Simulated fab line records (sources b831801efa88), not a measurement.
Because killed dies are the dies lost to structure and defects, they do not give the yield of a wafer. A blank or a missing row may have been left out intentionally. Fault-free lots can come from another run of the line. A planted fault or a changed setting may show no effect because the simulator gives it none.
One fault through the eyes of 2 desks    flow sky130    each desk holds nothing but its own numbers, with what lay behind them at the end

## AT THE METROLOGY DESK
What the gauges read, lot by lot, whatever tool the lot ran on: means of the sampled wafers that have a number. Marked OUT: a lot whose mean sits more than 4 standard deviations from the usual mean, which makes it out of limits; the brackets give that distance.
Columns: A = METAL2_ALCU_RS at SKY_METAL2_RS_MEAS_05, usual 0.1262 ohm/sq
lot   first seen here  A
L281  day 35 01:18     0.1253
L282  day 35 13:53     0.1253
L284  day 35 18:58     0.1250
L287  day 37 04:07     0.1244
L290  day 37 23:04     0.1282
L292  day 38 11:50     0.1243
L291  day 39 03:46     0.1271
L295  day 39 05:56     0.1266
L296  day 39 10:08     0.1283
L299  day 40 09:15     0.1262
This desk found nothing out of limits on any of the 10 lots.

## THE TOOL OWNER'S DESK: pvd-sputter-02
The tool's own readings at SKY_METAL2_SPUTTER_00 (material Ti, target thk 15 nm, time 10 s): means of the sampled wafers that have a number, for each lot that ran on this tool. Marked OUT: a lot whose mean sits more than 4 standard deviations from the usual mean, which makes it out of limits; the brackets give that distance.
Columns: A = cathode-dc-power-W at SKY_METAL2_SPUTTER_00, usual 3000.0 W; B = chamber-pressure-pa at SKY_METAL2_SPUTTER_00, usual 0.3999 Pa; C = throttle-valve-pct at SKY_METAL2_SPUTTER_00, usual 30.0 %
lot   first seen here  A       B       C
L287  day 37 03:57     3000.2  0.4008  30.4
L292  day 38 11:42     3000.6  0.3991  30.0
L291  day 39 03:37     2999.2  0.4000  30.5
L295  day 39 05:47     3000.1  0.3996  30.2
L299  day 40 09:03     2999.7  0.4000  29.7
This desk found nothing out of limits on any of the 5 lots.

## TAKEN TOGETHER
The metrology desk saw nothing out of limits.
The tool owner's desk saw nothing out of limits.

## WHAT THE SIMULATOR PUT IN
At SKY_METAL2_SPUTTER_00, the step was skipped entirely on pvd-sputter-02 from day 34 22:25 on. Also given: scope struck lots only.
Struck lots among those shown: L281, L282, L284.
